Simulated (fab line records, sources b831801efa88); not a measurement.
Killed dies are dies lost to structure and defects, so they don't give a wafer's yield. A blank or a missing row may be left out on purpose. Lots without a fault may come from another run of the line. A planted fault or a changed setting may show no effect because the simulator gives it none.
Which tool did it? | flow gf180mcu | 14 lots, 42 wafers sampled, at 4 steps of a route of 602

WHAT THE GAUGES READ, wafer by wafer
GF_V1_RS_MEAS_24: measures by four-point-probe. Usual: V1_W_RS 0.328 ohm/sq, standard deviation 0.0037.
lot  | measured     | on            | V1_W_RS (ohm/sq)  | flag
L869 | day 17 19:37 | film_metro-02 | 0.327 0.332 0.325 |
L870 | day 18 06:00 | film_metro-02 | 0.326 0.329 0.328 |
L871 | day 19 00:53 | film_metro-04 | 0.328 0.323 0.332 |
L873 | day 19 19:55 | film_metro-01 | 0.325 0.324 0.328 |
L875 | day 20 17:05 | film_metro-02 | 0.328 0.325 0.323 |
L876 | day 21 07:56 | film_metro-04 | 0.327 0.334 0.328 |
L877 | day 21 08:05 | film_metro-02 | 0.323 0.324 0.320 |
L878 | day 21 13:28 | film_metro-01 | 0.327 0.333 0.332 |
L879 | day 21 21:35 | film_metro-04 | 0.327 0.328 0.336 |
L883 | day 23 08:12 | film_metro-04 | 0.333 0.332 0.329 |
L885 | day 24 04:23 | film_metro-04 | 0.328 0.333 0.327 |
L890 | day 25 18:14 | film_metro-02 | 0.329 0.329 0.322 |
L891 | day 25 22:31 | film_metro-04 | 0.333 0.327 0.324 |
L892 | day 26 00:53 | film_metro-01 | 0.322 0.329 0.325 |

GF_M2_CD_MEAS_14: target cd 280 nm. Usual: cd_nm 279.9 nm, standard deviation 1.1.
lot  | measured     | on        | cd_nm (nm)                          | flag
L869 | day 18 20:24 | cd_sem-02 | 280.3 279.9 279.9                   |
L870 | day 19 06:31 | cd_sem-02 | 278.9 278.9 280.1                   |
L871 | day 20 01:44 | cd_sem-02 | 280.7 280.6 280.2                   |
L873 | day 20 21:01 | cd_sem-01 | 280.6 280.9 280.4                   |
L875 | day 21 18:20 | cd_sem-02 | 280.3 280.0 279.5                   |
L876 | day 22 08:35 | cd_sem-02 | 280.7 280.4 279.8                   |
L877 | day 22 09:04 | cd_sem-01 | 279.8 279.8 280.5                   |
L878 | day 22 13:25 | cd_sem-02 | 279.8 278.7 279.7                   |
L879 | day 22 20:46 | cd_sem-01 | 324.6 325.8 324.2 324.4 325.6 323.4 | OFF
L883 | day 24 06:47 | cd_sem-01 | 283.0 281.9 281.0                   |
L885 | day 25 02:39 | cd_sem-01 | 312.3 312.7 313.4 312.3 313.1 313.6 | OFF
L890 | day 26 14:56 | cd_sem-01 | 280.4 279.0 279.7                   |
L891 | day 26 19:49 | cd_sem-02 | 281.3 281.0 280.5                   |
L892 | day 26 23:12 | cd_sem-01 | 281.3 281.5 282.0                   |

WHICH TOOL RAN EACH LOT (tool, then ch and the chambers of the sampled wafers, then the start)
lot  | GF_V1_SPUTTER_22             | GF_M2_EXPOSE_11
L869 | pvd_sputter-04, day 17 19:26 | krf_scanner-02 ch 0, day 18 08:05
L870 | pvd_sputter-03, day 18 05:50 | krf_scanner-02 ch 0, day 18 18:43
L871 | pvd_sputter-02, day 19 00:41 | krf_scanner-01 ch 0, day 19 13:50
L873 | pvd_sputter-03, day 19 19:44 | krf_scanner-02 ch 0, day 20 08:41
L875 | pvd_sputter-04, day 20 16:55 | krf_scanner-02 ch 0, day 21 06:25
L876 | pvd_sputter-04, day 21 07:47 | krf_scanner-01 ch 0, day 21 20:39
L877 | pvd_sputter-03, day 21 07:55 | krf_scanner-02 ch 0, day 21 21:16
L878 | pvd_sputter-02, day 21 13:19 | krf_scanner-01 ch 0, day 22 02:11
L879 | pvd_sputter-02, day 21 21:26 | krf_scanner-01 ch 0, day 22 09:49
L883 | pvd_sputter-04, day 23 08:03 | krf_scanner-02 ch 0, day 23 20:13
L885 | pvd_sputter-02, day 24 04:11 | krf_scanner-01 ch 0, day 24 16:25
L890 | pvd_sputter-04, day 25 18:05 | krf_scanner-02 ch 0, day 26 05:06
L891 | pvd_sputter-02, day 25 22:22 | krf_scanner-02 ch 0, day 26 09:23
L892 | pvd_sputter-03, day 26 00:43 | krf_scanner-02 ch 0, day 26 12:27
- GF_V1_SPUTTER_22: material TiN, target thk 10 nm, time 40 s.
- GF_M2_EXPOSE_11: exposes mask Metal2, target cd 280 nm.

WHAT THE TOOLS THEMSELVES READ (means of the sampled wafers that have a number; where no wafer has one, the mark that the record gives instead)
GF_V1_SPUTTER_22. Usual: chamber_pressure_pa 5.000 Pa, standard deviation 0.011; throttle_valve_pct 29.5 %, standard deviation 0.72.
lot  | tool           | chamber_pressure_pa (Pa) | throttle_valve_pct (%) | flag
L869 | pvd_sputter-04 | 4.995                    | 29.2                   |
L870 | pvd_sputter-03 | 4.996                    | 29.9                   |
L871 | pvd_sputter-02 | 5.007                    | 29.7                   |
L873 | pvd_sputter-03 | 4.999                    | 29.6                   |
L875 | pvd_sputter-04 | 4.992                    | 29.2                   |
L876 | pvd_sputter-04 | 5.006                    | 29.1                   |
L877 | pvd_sputter-03 | 4.998                    | 29.7                   |
L878 | pvd_sputter-02 | 4.991                    | 29.5                   |
L879 | pvd_sputter-02 | 4.997                    | 29.5                   |
L883 | pvd_sputter-04 | 5.011                    | 29.5                   |
L885 | pvd_sputter-02 | 4.992                    | 29.6                   |
L890 | pvd_sputter-04 | 5.007                    | 29.4                   |
L891 | pvd_sputter-02 | 5.015                    | 30.0                   |
L892 | pvd_sputter-03 | 5.001                    | 29.8                   |

GF_M2_EXPOSE_11. Usual: exposure_dose_mJ_cm2 28.13, standard deviation 0.11; reticle_temp_C 22.97 C, standard deviation 0.11.
lot  | tool           | exposure_dose_mJ_cm2 | reticle_temp_C (C) | flag
L869 | krf_scanner-02 | 28.19                | 22.94              |
L870 | krf_scanner-02 | 28.22                | 22.81              |
L871 | krf_scanner-01 | 27.96                | 23.12              |
L873 | krf_scanner-02 | 28.18                | 23.13              |
L875 | krf_scanner-02 | 28.26                | 23.01              |
L876 | krf_scanner-01 | 28.00                | 23.12              |
L877 | krf_scanner-02 | 28.20                | 22.90              |
L878 | krf_scanner-01 | 28.01                | 22.96              |
L879 | krf_scanner-01 | 20.87                | 22.96              | OFF
L883 | krf_scanner-02 | 28.18                | 22.96              |
L885 | krf_scanner-01 | 22.28                | 22.83              | OFF
L890 | krf_scanner-02 | 28.19                | 22.96              |
L891 | krf_scanner-02 | 28.18                | 22.96              |
L892 | krf_scanner-02 | 28.22                | 23.04              |

THE ANSWER, worked out from the rows above alone
Rule: a lot is off if the mean of its wafers that have a number lies more than 3 standard deviations from the usual mean. A lot without any number at a reading at which 4 lots or more have one is off too. The other lots that the step has rows for count as sound. The gauges are gone through in route order, then the tools' own readings, and for those a lot's mean is taken as printed above. The first step at which some lot is off is used, and at that step the reading that is off furthest; a lot without a number counts as furthest.
Off: L879, L885, at GF_M2_CD_MEAS_14 (cd_nm).
A tool fits if, at a process step before that reading, it ran every lot that is off, and no sound lot after the first of them. The gauges at GF_M2_CD_MEAS_14 aren't tried: what is off there is off at GF_M2_EXPOSE_11 too, on other tools, and a gauge's error can't cause that. One fits: krf_scanner-01 at GF_M2_EXPOSE_11. Its last sound lot is L878 (day 22 02:11), its first lot that is off L879 (day 22 09:49): a fault that began between those two fits.
The tool's own readings at GF_M2_EXPOSE_11 bear it out: on the lots that are off they differ by more than 5 times the standard deviation of the sound lots' means. exposure_dose_mJ_cm2 reads 21.58 there against 28.15 on the sound lots.

WHAT THE SIMULATOR HAD PUT IN
Process parameter drift: krf_scanner-01, from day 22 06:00 on, at GF_M2_EXPOSE_11. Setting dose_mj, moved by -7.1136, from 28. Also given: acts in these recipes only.
Lots struck among those shown: L879, L885. The rule above found the same.
